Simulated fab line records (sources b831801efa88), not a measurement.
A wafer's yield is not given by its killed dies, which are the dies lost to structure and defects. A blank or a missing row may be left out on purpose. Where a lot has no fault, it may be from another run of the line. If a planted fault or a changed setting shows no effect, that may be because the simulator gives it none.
fab line records	flow sfq_line
[record] lots = 6	wafers = 18	last_day = 85
route steps=325 shown I1@77 M2@88
lots that met no fault: taken from a fault-free run of the same line
start_h: hours from the record's first day to the start of the lot's first wafer shown	wait_h: hours elapsed since this lot's preceding step	" repeats the value in the row above	L1.1+2: one row covering several wafers at once	- no value present, or no start provided	* or withheld: withheld	< > ~ a bound
route shown NAME@n: a module of which the file shows steps, and the number in the route of the first	usual: mean/standard deviation taken from wafers without a fault	same: alike in all rows	chamber/n: place in a boat	sites: per-site readings	_std_site: their standard deviation	_edge_site: the outer-site mean with the inner-site mean subtracted	radius_mm: for every site, how far away it sits from the centre of the wafer	mask NAME#n: copy n	behind: the last tool/chamber to shape the wafer	hold: why the lot was held/for how many hours/how that ended	device: the n, p or np transistor that did not switch	end of line: the tests these same wafers got at the end of their route	a step given without rows: its recipe and nothing more	killed: at the first sort, the dies lost to defects and structure; wafer yield is something else	map: the dies of a wafer, with x for killed, . for not killed, _ for no die there
set.NAME: the run value of the setting; set.NAME@STEP: its run value at that earlier step	model.NAME: the simulator's own value behind a step, which no gauge read
lots at some steps of the route; a table a step, a row a wafer
services: from which hour (start_h, from the record's first day; less than 0 if before it) a tool's chamber was out of use, for how many hours, and why
[[steps]]
[step SFQ_TRILAYER_I1_VIA_LITHO_COAT_054]
[recipe] resist = BARC	spin_rpm = 2975	resist_thk_nm = 62
[step SFQ_TRILAYER_I1_VIA_LITHO_COAT_049]
[recipe] resist = KrF	spin_rpm = 3000	resist_thk_nm = 650
[step SFQ_TRILAYER_I1_VIA_LITHO_SOFTBAKE_053]
[recipe] temp_c = withheld	time_s = withheld	resist = KrF
[step SFQ_TRILAYER_I1_VIA_LITHO_EXPOSE_050]
[recipe] mask_id = I1	na = 0.6	source_shape = conventional	sigma_outer = 0.65	target_cd_nm = 500	dose_mj = 21.3
[step SFQ_TRILAYER_I1_VIA_LITHO_PEB_052]
[recipe] peb_temp_c = 115	peb_time_s = 60	resist = KrF
[step SFQ_TRILAYER_I1_VIA_LITHO_DEVELOP_051]
[recipe] time_s = 60	resist = KrF
[step SFQ_I1_OVL_MEAS_913]
[usual] I1_OVL = 0/6.5
lot.wafer	tool	chamber	start_h	wait_h	I1_OVL[nm]
L248.1	overlay-01	-	250.65	0.1	-9
L248.3	"	-	"	"	-6
L248.6	"	-	"	"	-10
L249.1	overlay-02	-	277.42	0.1	6
L249.2	"	-	"	"	8
L249.5	"	-	"	"	8
L258.2	overlay-01	-	768.37	0.1	6
L258.3	"	-	"	"	8
L258.4	"	-	"	"	8
L262.1	overlay-01	-	817.36	0.1	5
L262.3	"	-	"	"	-5
L262.6	"	-	"	"	8
L263.1	overlay-01	-	823.23	0.1	2
L263.4	"	-	"	"	11
L263.5	"	-	"	"	3
L265.2	overlay-02	-	828.04	0.1	10
L265.5	"	-	"	"	-5
L265.6	"	-	"	"	1
[step SFQ_TRILAYER_I1_VIA_BARC_OPEN_VIA_ETCH_071]
[recipe] mask_material = PR	chemistry = O2	target_depth_nm = 125	target = BARC	source_w = 500	bias_w = 80	pressure_mtorr = 30	time_s = 41.7
[usual] drypump_motor_current_A = 5.8/0.41	oes_product_au = 0.687/0.0044
lot.wafer	tool	chamber	start_h	wait_h	drypump_motor_current_A	oes_product_au	rf_hours_counter_h
L248.1	rie_diel-04	1	250.68	0.0	5.4	0.688	70
L248.3	"	2	"	"	5.9	0.683	92
L248.6	"	3	"	"	5.9	0.688	-
L249.1	rie_diel-02	0	277.45	0.0	5.9	0.680	47
L249.2	"	2	"	"	5.0	0.691	57
L249.5	"	3	"	"	5.6	0.695	-
L258.2	rie_diel-03	2	768.40	0.0	5.9	0.693	23
L258.3	"	0	"	"	6.1	0.687	4
L258.4	"	3	"	"	6.3	0.686	1
L262.1	rie_diel-03	2	817.40	0.0	5.8	0.691	24
L262.3	"	0	"	"	6.1	0.677	5
L262.6	"	2	"	"	5.8	0.688	-
L263.1	rie_diel-02	3	823.27	0.0	5.6	0.685	11
L263.4	"	1	"	"	6.4	0.686	7
L263.5	"	3	"	"	5.6	0.691	-
L265.2	rie_diel-02	2	828.07	0.0	5.0	0.686	2
L265.5	"	1	"	"	6.5	0.686	-
L265.6	"	0	"	"	5.9	0.685	-
[step SFQ_TRILAYER_I1_VIA_ETCH_VIA_ETCH_052]
[recipe] target = SiO2	stop_on = Nb	mask_material = PR	taper_deg = 20	chemistry = CHF3	target_depth_nm = 260	source_w = 500	bias_w = 80	pressure_mtorr = 30	time_s = withheld
[usual] drypump_motor_current_A = 5.8/0.41	oes_product_au = 0.853/0.0048
lot.wafer	tool	chamber	start_h	wait_h	drypump_motor_current_A	oes_product_au
L248.1	rie_diel-04	1	250.72	0.0	5.5	0.851
L248.3	"	2	"	"	5.9	0.860
L248.6	"	3	"	"	5.9	0.845
L249.1	rie_diel-02	0	277.49	0.0	5.9	0.855
L249.2	"	2	"	"	5.0	0.849
L249.5	"	3	"	"	5.6	0.856
L258.2	rie_diel-03	2	768.44	0.0	5.8	0.843
L258.3	"	0	"	"	6.1	0.857
L258.4	"	3	"	"	6.3	0.848
L262.1	rie_diel-03	2	817.44	0.0	5.9	0.853
L262.3	"	0	"	"	6.1	0.848
L262.6	"	2	"	"	5.8	0.856
L263.1	rie_diel-02	3	823.31	0.0	5.6	0.854
L263.4	"	1	"	"	6.4	0.855
L263.5	"	3	"	"	5.6	0.856
L265.2	rie_diel-02	2	828.11	0.0	5.0	0.853
L265.5	"	1	"	"	6.4	0.848
L265.6	"	0	"	"	5.9	0.852
[step SFQ_TRILAYER_I1_VIA_STRIP_STRIP_053]
[recipe] gas = O2	power_w = 200	platen_temp_c = 40	overash_fraction = 0.65	chemistry = O2	pressure_mtorr = 50
[usual] drypump_motor_current_A = 5.8/0.64	oes_product_au = 0.998/0.0069
lot.wafer	tool	chamber	start_h	wait_h	drypump_motor_current_A	oes_product_au	rf_hours_counter_h
L248.1	rie_metal-04	1	250.84	-	5.8	0.998	28
L248.3	"	1	"	"	5.8	0.995	-
L248.6	"	0	"	"	4.8	1.003	-
L249.1	rie_metal-04	1	277.61	-	5.8	1.006	32
L249.2	"	0	"	"	4.8	0.999	37
L249.5	"	0	"	"	4.8	1.001	-
L258.2	rie_metal-04	0	768.55	-	4.8	0.998	104
L258.3	"	1	"	"	5.8	1.006	-
L258.4	"	0	"	"	4.8	0.999	-
L262.1	rie_metal-04	0	817.55	-	4.8	1.010	113
L262.3	"	1	"	"	5.8	1.001	-
L262.6	"	0	"	"	4.8	0.993	-
L263.1	rie_metal-04	1	823.42	-	5.8	1.015	105
L263.4	"	1	"	"	5.8	1.001	-
L263.5	"	0	"	"	4.8	1.016	-
L265.2	rie_metal-02	1	828.22	-	5.2	0.996	121
L265.5	"	1	"	"	5.2	1.000	-
L265.6	"	0	"	"	6.1	1.003	-
[step SFQ_TRILAYER_I1_VIA_STRIP_SOLV_CLEAN_054]
[recipe] chemistry = NMP	temp_c = 70	time_s = 600
[step SFQ_TRILAYER_M2_DEP_PRE_CLEAN_056]
[recipe] gas = Ar	time_s = 22.5	bias_v = 250
[step SFQ_TRILAYER_M2_DEP_SPUTTER_055]
[recipe] material = Nb	base_pressure_pa = 1.33e-06	chamber_pressure_pa = 0.1333	substrate_temp_c = 20	resputter_cathode_voltage_v = 400	target_thk_nm = 200	power_w = 2000	time_s = 133.3
[usual] throttle_valve_pct = 29.9/1.2
lot.wafer	tool	chamber	start_h	wait_h	throttle_valve_pct
L248.1	pvd_sputter-03	-	251.64	0.0	29.6
L248.3	"	-	"	"	30.4
L248.6	"	-	"	"	29.7
L249.1	pvd_sputter-04	-	278.41	0.0	28.8
L249.2	"	-	"	"	29.1
L249.5	"	-	"	"	29.0
L258.2	pvd_sputter-05	-	769.35	0.0	30.3
L258.3	"	-	"	"	31.3
L258.4	"	-	"	"	28.1
L258.2	pvd_sputter-05	-	769.61	0.2	30.0
L258.3	"	-	"	"	31.1
L258.4	"	-	"	"	27.9
L262.1	pvd_sputter-04	-	818.35	0.0	30.3
L262.3	"	-	"	"	29.2
L262.6	"	-	"	"	28.6
L262.1	pvd_sputter-04	-	818.61	0.2	30.4
L262.3	"	-	"	"	29.0
L262.6	"	-	"	"	29.0
L263.1	pvd_sputter-05	-	824.22	0.0	31.1
L263.4	"	-	"	"	28.2
L263.5	"	-	"	"	31.2
L265.2	pvd_sputter-05	-	829.02	0.0	30.1
L265.5	"	-	"	"	28.2
L265.6	"	-	"	"	31.3
[step SFQ_M2_RS_MEAS_914]
[recipe] thk_meas_gauge = four-point-probe	reads = Nb_of_TRILAYER_M2_DEP_SPUTTER_055
[usual] M2_NB_RS = 0.893/0.0069
lot.wafer	tool	chamber	start_h	wait_h	M2_NB_RS[ohm/sq]
L248.1	film_metro-04	-	251.73	0.0	0.897
L248.3	"	-	"	"	0.888
L248.6	"	-	"	"	0.892
L249.1	film_metro-04	-	278.50	0.0	0.901
L249.2	"	-	"	"	0.899
L249.5	"	-	"	"	0.895
L258.2	film_metro-03	-	769.72	0.1	0.441
L258.3	"	-	"	"	0.441
L258.4	"	-	"	"	0.443
L262.1	film_metro-02	-	818.70	0.0	0.453
L262.3	"	-	"	"	0.454
L262.6	"	-	"	"	0.454
L263.1	film_metro-04	-	824.31	0.0	0.896
L263.4	"	-	"	"	0.902
L263.5	"	-	"	"	0.899
L265.2	film_metro-04	-	829.13	0.1	0.885
L265.5	"	-	"	"	0.908
L265.6	"	-	"	"	0.900
[step SFQ_TRILAYER_M2_LITHO_COAT_062]
[recipe] resist = BARC	spin_rpm = 3000	resist_thk_nm = 62
[step SFQ_TRILAYER_M2_LITHO_COAT_057]
[recipe] resist = KrF	spin_rpm = 3000	resist_thk_nm = 600
[step SFQ_TRILAYER_M2_LITHO_SOFTBAKE_061]
[recipe] temp_c = withheld	time_s = withheld	resist = KrF
[step SFQ_TRILAYER_M2_LITHO_EXPOSE_058]
[recipe] mask_id = M2	na = 0.6	source_shape = conventional	sigma_outer = 0.65	target_cd_nm = 500	dose_mj = 14.4
[step SFQ_TRILAYER_M2_LITHO_PEB_060]
[recipe] peb_temp_c = 115	peb_time_s = 60	resist = KrF
[step SFQ_TRILAYER_M2_LITHO_DEVELOP_059]
[recipe] time_s = 60	resist = KrF
[step SFQ_M2_OVL_MEAS_916]
[usual] M2_OVL = -1/6
lot.wafer	tool	chamber	start_h	wait_h	M2_OVL[nm]
L248.1	overlay-01	-	357.79	0.1	11
L248.3	"	-	"	"	5
L248.6	"	-	"	"	-2
L249.1	overlay-01	-	359.11	0.1	5
L249.2	"	-	"	"	-9
L249.5	"	-	"	"	1
L258.2	overlay-01	-	772.14	0.1	-4
L258.3	"	-	"	"	2
L258.4	"	-	"	"	-7
L262.1	overlay-01	-	826.24	0.1	-7
L262.3	"	-	"	"	-4
L262.6	"	-	"	"	-5
L263.1	overlay-01	-	829.84	0.1	-3
L263.4	"	-	"	"	-1
L263.5	"	-	"	"	1
L265.2	overlay-01	-	833.45	0.1	8
L265.5	"	-	"	"	8
L265.6	"	-	"	"	7
[step SFQ_TRILAYER_M2_BARC_OPEN_METAL_ETCH_077]
[recipe] mask_material = PR	chemistry = O2	target_depth_nm = 125	target = BARC	icp_w = 583.3	bias_w = 80	pressure_mtorr = 10	time_s = 41.7
[usual] drypump_motor_current_A = 5.8/0.54	oes_product_au = 0.685/0.0043
lot.wafer	tool	chamber	start_h	wait_h	drypump_motor_current_A	oes_product_au	rf_hours_counter_h
L248.1	rie_metal-01	0	357.82	0.0	5.3	0.687	82
L248.3	"	1	"	"	6.3	0.688	-
L248.6	"	0	"	"	5.3	0.688	-
L249.1	rie_metal-02	1	359.15	0.0	5.2	0.693	47
L249.2	"	0	"	"	6.1	0.680	53
L249.5	"	0	"	"	6.1	0.678	-
L258.2	rie_metal-03	0	772.17	0.0	6.6	0.685	32
L258.3	"	1	"	"	6.1	0.679	-
L258.4	"	0	"	"	6.6	0.679	-
L262.1	rie_metal-01	0	826.28	0.0	5.3	0.683	151
L262.3	"	1	"	"	6.2	0.685	-
L262.6	"	1	"	"	6.2	0.684	-
L263.1	rie_metal-02	0	829.88	0.0	6.1	0.690	125
L263.4	"	1	"	"	5.2	0.689	-
L263.5	"	1	"	"	5.2	0.685	-
L265.2	rie_metal-01	1	833.50	0.0	6.2	0.684	-
L265.5	"	1	"	"	6.2	0.683	-
L265.6	"	1	"	"	6.2	0.689	-
[step SFQ_TRILAYER_M2_ETCH_METAL_ETCH_060]
[recipe] target = Nb	stop_on = SiO2	mask_material = PR	chemistry = Cl2/Ar	target_depth_nm = 240	icp_w = 600	bias_w = 80	pressure_mtorr = 10	time_s = 120
[usual] drypump_motor_current_A = 5.8/0.54	oes_product_au = 0.894/0.0059
lot.wafer	tool	chamber	start_h	wait_h	drypump_motor_current_A	oes_product_au	rf_hours_counter_h	model.etch.depth_nm	model.M2.feature_depth_nm
L248.1	rie_metal-01	0	357.88	0.0	5.3	0.893	82	198.9	198.9
L248.3	"	1	"	"	6.2	0.897	-	200.5	200.5
L248.6	"	0	"	"	5.3	0.901	-	199.7	199.7
L249.1	rie_metal-02	1	359.21	0.0	5.2	0.885	47	197.8	197.8
L249.2	"	0	"	"	6.1	0.893	53	198.3	198.3
L249.5	"	0	"	"	6.1	0.891	-	199	199
L258.2	rie_metal-03	0	772.23	0.0	6.6	0.995	32	237.2	237.2
L258.3	"	1	"	"	6.1	1.002	-	239.5	239.5
L258.4	"	0	"	"	6.7	0.999	-	239.1	239.1
L262.1	rie_metal-01	0	826.34	0.0	5.3	0.998	151	240.1	240.1
L262.3	"	1	"	"	6.2	1.005	-	239	239
L262.6	"	1	"	"	6.2	0.994	-	239.2	239.2
L263.1	rie_metal-02	0	829.94	0.0	6.1	0.894	125	199.2	199.2
L263.4	"	1	"	"	5.2	0.902	-	197.6	197.6
L263.5	"	1	"	"	5.2	0.891	-	198.4	198.4
L265.2	rie_metal-01	1	833.64	0.1	6.2	0.902	-	201.3	201.3
L265.5	"	1	"	"	6.2	0.887	-	196.5	196.5
L265.6	"	1	"	"	6.2	0.890	-	198.3	198.3
[step SFQ_TRILAYER_M2_STRIP_STRIP_061]
[recipe] gas = O2	power_w = 200	platen_temp_c = 40	overash_fraction = 0.65	chemistry = O2	pressure_mtorr = 50
[usual] drypump_motor_current_A = 5.8/0.54	oes_product_au = 1.000/0.0068
lot.wafer	tool	chamber	start_h	wait_h	drypump_motor_current_A	oes_product_au	rf_hours_counter_h
L248.1	rie_metal-01	0	358.01	0.1	5.4	1.001	82
L248.3	"	1	"	"	6.2	1.009	-
L248.6	"	0	"	"	5.3	1.012	-
L249.1	rie_metal-02	1	359.33	0.1	5.2	0.994	47
L249.2	"	0	"	"	6.1	0.997	53
L249.5	"	0	"	"	6.1	1.008	-
L258.2	rie_metal-03	0	772.35	0.1	6.6	1.000	32
L258.3	"	1	"	"	6.1	0.992	-
L258.4	"	0	"	"	6.6	0.992	-
L262.1	rie_metal-01	0	826.46	0.1	5.3	1.005	151
L262.3	"	1	"	"	6.2	1.005	-
L262.6	"	1	"	"	6.2	1.009	-
L263.1	rie_metal-02	0	830.06	0.1	6.1	1.008	125
L263.4	"	1	"	"	5.2	0.996	-
L263.5	"	1	"	"	5.2	0.995	-
L265.2	rie_metal-01	1	834.05	0.4	6.2	1.001	-
L265.5	"	1	"	"	6.2	0.997	-
L265.6	"	1	"	"	6.2	0.991	-
[[services]]
tool	chamber	start_h	hours	kind
rie_metal-04	-	230.58	2.8	pm
rie_metal-02	0	236.28	11.7	repair
rie_diel-03	0	239.25	5.5	repair
rie_metal-01	-	243.20	1.4	pm
rie_diel-03	1	256.89	6.1	repair
rie_diel-03	2	257.47	3.5	repair
rie_metal-04	-	269.96	1.2	repair
rie_metal-02	0	289.66	11.2	repair
rie_diel-02	-	309.76	0.8	repair
rie_diel-02	1	315.85	5.1	repair
rie_metal-01	-	316.82	1.0	repair
rie_metal-02	0	327.09	12.5	repair
rie_diel-02	-	368.94	2.8	pm
rie_diel-03	1	393.05	3.5	repair
rie_metal-04	1	568.46	8.6	repair
rie_metal-02	0	575.51	4.6	repair
rie_metal-02	0	592.82	10.0	repair
rie_metal-01	1	616.85	12.0	repair
rie_diel-02	0	667.67	6.0	repair
rie_diel-02	0	691.85	9.1	repair
rie_metal-01	-	695.73	14.6	pm
rie_metal-04	-	728.46	28.1	pm
rie_diel-02	2	740.42	8.1	repair
rie_metal-01	-	776.70	0.8	repair
[[key]]
[first_sign] step = SFQ_TRILAYER_M2_DEP_SPUTTER_055	reading = visit	direction = added
[effect] step = SFQ_M2_RS_MEAS_914	reading = M2_NB_RS	direction = down	sigmas = 64	usual = 0.893	struck = 0.448
[effect] step = SFQ_TRILAYER_M2_ETCH_METAL_ETCH_060	reading = oes_product_au	direction = up	sigmas = 18	usual = 0.894	struck = 0.999
[model_effect] step = SFQ_TRILAYER_M2_ETCH_METAL_ETCH_060	value = etch.depth_nm	without = 198.1	struck = 239
met_at SFQ_TRILAYER_M2_DEP_SPUTTER_055
struck_wafers L258.2,L258.3,L258.4,L262.1,L262.3,L262.6
[fault] kind = repeated_step_whole	tool = pvd_sputter-03,pvd_sputter-04,pvd_sputter-05	chamber = -	onset_h = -	steps = SFQ_TRILAYER_M2_DEP_SPUTTER_055	times = 1	scope = struck_lots_only
